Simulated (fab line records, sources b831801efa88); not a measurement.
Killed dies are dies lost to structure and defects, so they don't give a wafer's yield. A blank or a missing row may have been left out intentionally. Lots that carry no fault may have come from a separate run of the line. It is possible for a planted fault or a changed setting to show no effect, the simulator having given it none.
fab line records	flow gf180mcu
[record] lots = 13	wafers = 39	last_day = 34
route steps=602 shown VT_IMPLANT@99 DUAL_GATE@143 HV_LDD@214
lots untouched by any fault: they come from a run of this same line in which no faults occurred
start_h: start of the lot's first displayed wafer, in hours after the record's first day	wait_h: how many hours have passed since the lot's step before this one	" as in the row above	L1.1+2: a row that stands for several wafers	- either no value or no given start	* or withheld: withheld	< > ~ a bound
route shown NAME@n: names a module that has steps shown in the file, with the first one's number in the route	usual: mean/standard deviation taken from wafers without a fault	same: alike in all rows	chamber/n: place in a boat	sites: per-site readings	_std_site: their standard deviation	_edge_site: outer sites' mean less inner sites'	radius_mm: how far each site lies from the wafer's centre	mask NAME#n: copy n	behind: the most recent tool/chamber to have shaped the wafer	hold: reason for holding the lot/hours on hold/outcome of the hold	device: the transistor (n, p or np) that didn't switch	end of line: the route-end tests of the same wafers	for a step that has no rows: nothing shown but its recipe	killed: at the first sort, the dies lost to defects and structure; wafer yield is something else	map: dies across one wafer; x = killed, . = not, _ = none there
set.NAME: the setting the step ran with; set.NAME@STEP: the setting that earlier step ran with	model.NAME: the simulator's own value behind a step, which no gauge read
the route's steps for a sample of lots (tables are steps, rows are wafers)
services: the hour from which a tool's chamber was out of use, counted from the record's first day as start_h (under 0 if before that day), plus the number of hours and why
[[steps]]
[step GF_VT_IMPLANT_STRIP_09]
[recipe] chemistry = O2/N2	power_w = 1400	pressure_mtorr = 1500	platen_temp_c = 250	o2_flow_sccm = 3000	n2_flow_sccm = 300	overash_fraction = 0.5
[usual] drypump_motor_current_A = 5.9/0.36	heater_power_w = 326/38	oes_product_au = 0.716/0.0044	strip_time_to_endpoint_s = 12.64/0.032
lot.wafer	tool	chamber	start_h	wait_h	drypump_motor_current_A	heater_power_w	oes_product_au	rf_hours_counter_h	strip_time_to_endpoint_s
L335.1	plasma_asher-04	0	117.81	0.1	6.4	277	0.714	0	12.67
L335.3	"	0	"	"	6.4	281	0.719	-	12.65
L335.6	"	1	"	"	5.7	344	0.723	-	12.63
L338.1	plasma_asher-04	1	138.76	0.1	5.7	335	0.721	2	12.64
L338.3	"	0	"	"	6.4	284	0.709	-	12.61
L338.5	"	1	"	"	5.7	335	0.715	-	12.58
L339.1	plasma_asher-04	1	143.56	0.1	5.7	333	0.725	3	12.63
L339.2	"	0	"	"	6.4	283	0.716	3	12.62
L339.3	"	0	"	"	6.5	280	0.718	-	12.60
L340.2	plasma_asher-02	0	150.86	0.1	5.9	304	0.720	36	12.61
L340.4	"	0	"	"	5.9	309	0.719	-	12.63
L340.6	"	1	"	"	5.4	395	0.721	-	12.66
L342.1	plasma_asher-03	0	163.91	0.1	6.3	319	0.716	55	12.68
L342.4	"	0	"	"	6.3	298	0.712	-	12.65
L342.5	"	0	"	"	6.3	317	0.720	-	12.63
L343.1	plasma_asher-03	1	172.51	0.1	5.7	298	0.717	56	12.66
L343.5	"	1	"	"	5.7	303	0.708	-	12.63
L343.6	"	0	"	"	6.3	310	0.712	-	12.66
L345.1	plasma_asher-04	1	182.01	0.1	5.8	336	0.721	7	12.64
L345.2	"	0	"	"	6.4	283	0.722	7	12.65
L345.5	"	1	"	"	5.7	326	0.714	-	12.60
L350.2	plasma_asher-03	0	209.56	0.1	6.3	312	0.710	60	12.66
L350.4	"	0	"	"	6.3	309	0.718	-	12.67
L350.5	"	1	"	"	5.7	302	0.716	-	12.66
L352.1	plasma_asher-02	0	221.29	0.1	5.9	307	0.716	43	12.61
L352.2	"	1	"	"	5.4	397	0.711	43	12.62
L352.6	"	1	"	"	5.4	405	0.716	-	12.55
L353.1	plasma_asher-02	0	227.26	0.1	5.9	306	0.717	44	12.64
L353.3	"	1	"	"	5.4	382	0.717	-	12.65
L353.4	"	0	"	"	5.9	305	0.709	-	12.66
L354.1	plasma_asher-03	0	237.56	0.1	6.3	309	0.716	63	12.63
L354.4	"	0	"	"	6.3	311	0.723	-	12.62
L354.5	"	0	"	"	6.3	311	0.714	-	12.67
L356.1	plasma_asher-04	0	245.51	0.1	6.5	279	0.721	12	12.66
L356.2	"	1	"	"	5.7	334	0.719	12	12.59
L356.6	"	1	"	"	5.7	334	0.713	-	12.68
L357.2	plasma_asher-02	0	254.11	0.1	5.9	310	0.717	47	12.58
L357.3	"	1	"	"	5.4	407	0.719	-	12.53
L357.4	"	0	"	"	5.9	302	0.718	-	12.61
[step GF_DUAL_GATE_OXIDATION_02]
[recipe] temp_c = 900	ambient = O2	stabilise_s = 600	purge_s = 300	target_thk_a = 108.87	ox_time_s = 1602
[usual] spike_tc_bottom_C = 919.2/1	spike_tc_lower_C = 899.8/0.96	spike_tc_top_C = 908.3/1.1	spike_tc_upper_C = 901.0/1	tube_center_temp_C = 900/0.079	tube_center_temp_C_max = 902.3/0.39
lot.wafer	tool	chamber	start_h	wait_h	spike_tc_bottom_C	spike_tc_lower_C	spike_tc_top_C	spike_tc_upper_C	tube_center_temp_C	tube_center_temp_C_max
L335.1	furnace-01	0	165.85	0.5	920.2	900.1	908.8	901.5	899.86	901.9
L335.3	"	0	"	"	916.6	899.7	909.4	902.0	899.96	902.2
L335.6	"	0	"	"	918.4	897.1	907.5	902.0	899.88	902.5
L338.1	furnace-01	0	188.45	0.0	920.0	900.4	909.4	901.8	900.12	902.8
L338.3	"	0	"	"	919.8	900.6	909.1	897.9	899.98	902.2
L338.5	"	0	"	"	919.8	900.1	907.6	898.8	900.13	902.2
L339.1	furnace-01	0	193.66	0.0	917.5	898.5	908.1	902.8	899.98	902.7
L339.2	"	0	"	"	918.8	900.4	908.5	899.4	900.11	902.4
L339.3	"	0	"	"	918.1	899.4	908.1	899.4	900.02	902.1
L340.2	furnace-01	0	203.06	1.2	915.8	896.0	906.6	896.2	896.7	898.5
L340.4	"	0	"	"	916.2	896.6	904.1	897.7	896.73	899.2
L340.6	"	0	"	"	917.5	897.2	905.1	896.6	896.54	898.9
L342.1	furnace-01	0	216.79	0.6	916.3	895.8	905.0	897.1	896.67	898.8
L342.4	"	0	"	"	915.2	895.5	907.6	897.8	896.52	898.6
L342.5	"	0	"	"	914.4	895.0	907.0	899.0	896.58	898.5
L343.1	furnace-02	0	224.73	0.0	921.4	898.8	908.3	900.6	899.99	902.1
L343.5	"	0	"	"	919.3	898.4	909.5	900.5	899.97	901.9
L343.6	"	0	"	"	919.2	900.5	906.1	900.9	900.13	904.3
L345.1	furnace-02	0	236.51	0.7	919.1	899.8	909.1	902.5	899.99	902.2
L345.2	"	0	"	"	917.4	900.0	908.6	900.6	900	902.2
L345.5	"	0	"	"	919.9	901.3	907.5	901.9	900.01	902.7
L350.2	furnace-02	0	266.47	0.0	918.7	899.2	907.3	900.6	900	902.6
L350.4	"	0	"	"	918.7	901.5	906.6	899.5	900.08	903.0
L350.5	"	0	"	"	919.4	899.1	906.8	900.7	899.97	902.3
L352.1	furnace-01	0	278.31	0.4	920.4	898.9	908.8	899.0	899.89	902.5
L352.2	"	0	"	"	919.8	899.0	909.1	900.9	900.08	902.0
L352.6	"	0	"	"	919.8	898.7	909.9	901.5	899.94	902.0
L353.1	furnace-02	0	286.51	0.8	917.7	901.4	907.4	900.7	899.97	902.1
L353.3	"	0	"	"	919.2	900.3	907.4	901.4	899.88	902.0
L353.4	"	0	"	"	919.9	899.5	908.5	903.3	899.91	902.0
L354.1	furnace-02	0	297.60	1.2	919.0	899.7	907.8	901.1	899.88	902.3
L354.4	"	0	"	"	919.8	900.0	907.7	900.6	899.86	902.0
L354.5	"	0	"	"	919.2	901.0	907.8	901.9	899.99	901.9
L356.1	furnace-01	0	306.51	1.5	919.6	898.8	908.6	902.0	900.13	902.5
L356.2	"	0	"	"	920.2	900.0	908.5	900.7	900.06	902.2
L356.6	"	0	"	"	919.6	899.6	908.7	900.8	899.96	902.6
L357.2	furnace-01	0	315.13	0.8	919.6	901.6	908.4	901.2	900.05	903.3
L357.3	"	0	"	"	920.0	899.1	908.4	900.1	900.06	902.3
L357.4	"	0	"	"	919.6	899.3	908.1	902.2	900.03	902.5
[step GF_HV_LDD_TW_MEAS_38]
[usual] HV_LDD_3_TW = 1438/13
lot.wafer	tool	chamber	start_h	wait_h	HV_LDD_3_TW
L335.1	film_metro-01	-	261.03	0.1	1454
L335.3	"	-	"	"	1459
L335.6	"	-	"	"	1456
L338.1	film_metro-01	-	287.50	0.1	1445
L338.3	"	-	"	"	1449
L338.5	"	-	"	"	1445
L339.1	film_metro-03	-	294.56	0.1	1435
L339.2	"	-	"	"	1436
L339.3	"	-	"	"	1438
L340.2	film_metro-03	-	304.86	0.1	1434
L340.4	"	-	"	"	1436
L340.6	"	-	"	"	1436
L342.1	film_metro-04	-	322.00	0.1	1424
L342.4	"	-	"	"	1426
L342.5	"	-	"	"	1425
L343.1	film_metro-03	-	330.55	0.1	1436
L343.5	"	-	"	"	1440
L343.6	"	-	"	"	1438
L345.1	film_metro-01	-	342.93	0.1	1454
L345.2	"	-	"	"	1438
L345.5	"	-	"	"	1454
L350.2	film_metro-01	-	379.82	0.1	1439
L350.4	"	-	"	"	1437
L350.5	"	-	"	"	1437
L352.1	film_metro-03	-	392.70	0.1	1456
L352.2	"	-	"	"	1455
L352.6	"	-	"	"	1449
L353.1	film_metro-01	-	403.70	0.1	1441
L353.3	"	-	"	"	1446
L353.4	"	-	"	"	1448
L354.1	film_metro-04	-	415.53	0.1	1418
L354.4	"	-	"	"	1428
L354.5	"	-	"	"	1413
L356.1	film_metro-01	-	424.46	0.1	1455
L356.2	"	-	"	"	1456
L356.6	"	-	"	"	1457
L357.2	film_metro-01	-	434.74	0.1	1445
L357.3	"	-	"	"	1444
L357.4	"	-	"	"	1448
[step GF_HV_LDD_CD_MEAS_46]
[recipe] target_cd_nm = 400
[usual] cd_nm = 400.5/2.3
lot.wafer	tool	chamber	start_h	wait_h	cd_nm
L335.1	cd_sem-02	-	280.32	0.1	400.5
L335.3	"	-	"	"	401.1
L335.6	"	-	"	"	400.7
L338.1	cd_sem-02	-	307.25	0.1	398.0
L338.3	"	-	"	"	395.8
L338.5	"	-	"	"	398.1
L339.1	cd_sem-01	-	315.30	0.1	400.1
L339.2	"	-	"	"	398.2
L339.3	"	-	"	"	399.0
L340.2	cd_sem-01	-	325.22	0.1	399.4
L340.4	"	-	"	"	401.0
L340.6	"	-	"	"	399.7
L342.1	cd_sem-02	-	343.60	0.1	401.5
L342.4	"	-	"	"	400.8
L342.5	"	-	"	"	400.6
L343.1	cd_sem-01	-	352.57	0.1	397.2
L343.5	"	-	"	"	398.5
L343.6	"	-	"	"	398.5
L345.1	cd_sem-01	-	363.95	0.1	400.2
L345.2	"	-	"	"	400.1
L345.5	"	-	"	"	399.9
L350.2	cd_sem-01	-	402.57	0.1	402.1
L350.4	"	-	"	"	403.4
L350.5	"	-	"	"	402.3
L352.1	cd_sem-01	-	415.50	0.1	398.7
L352.2	"	-	"	"	399.9
L352.6	"	-	"	"	395.1
L353.1	cd_sem-02	-	427.10	0.1	400.2
L353.3	"	-	"	"	400.5
L353.4	"	-	"	"	396.9
L354.1	cd_sem-02	-	438.82	0.1	400.3
L354.4	"	-	"	"	400.7
L354.5	"	-	"	"	400.7
L356.1	cd_sem-02	-	448.80	0.1	401.1
L356.2	"	-	"	"	401.7
L356.6	"	-	"	"	399.1
L357.2	cd_sem-02	-	458.22	0.1	398.7
L357.3	"	-	"	"	400.7
L357.4	"	-	"	"	398.7
[[services]]
tool	chamber	start_h	hours	kind
plasma_asher-04	-	108.75	9.0	pm
plasma_asher-04	0	108.75	9.0	vent_cycle
plasma_asher-04	1	108.75	9.0	vent_cycle
plasma_asher-04	0	117.75	-	clean
plasma_asher-04	1	117.75	-	clean
plasma_asher-03	-	184.86	2.8	pm
furnace-02	-	194.11	3.9	pm
plasma_asher-03	-	199.22	0.7	repair
furnace-01	-	207.71	3.6	pm
plasma_asher-04	-	213.16	14.6	pm
plasma_asher-02	-	248.67	1.1	repair
plasma_asher-02	-	284.41	0.8	repair
furnace-01	-	299.16	2.5	pm
furnace-02	-	306.14	4.0	pm
[[key]]
[first_sign] step = GF_DUAL_GATE_OXIDATION_02	reading = tube_center_temp_C	direction = down	sigmas = 37	usual = *	struck = *
[effect] step = GF_DUAL_GATE_OXIDATION_02	reading = tube_center_temp_C_max	direction = down	sigmas = 9.2	usual = *	struck = *
met_at GF_DUAL_GATE_OXIDATION_02
struck_lots L340,L342
tester_left_out L340,L342
not_acting_at GF_VT_IMPLANT_STRIP_09,GF_HV_LDD_TW_MEAS_38,GF_HV_LDD_CD_MEAS_46
onset_between 193.66 203.06
[fault] kind = process_parameter_drift	tool = furnace-01	chamber = -	onset_h = 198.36	steps = GF_DUAL_GATE_OXIDATION_02	channel = temp_c	offset = *	shape = step	end_h = 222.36	acts_in = *	stated = *
// tester_left_out: of these lots the tester's yield and bins aren't shown, on N5 and GAA mostly nor the transistor test; their killed dies are dies lost to structure and defects alone, not to doping, threshold or leakage, so they don't give the yield
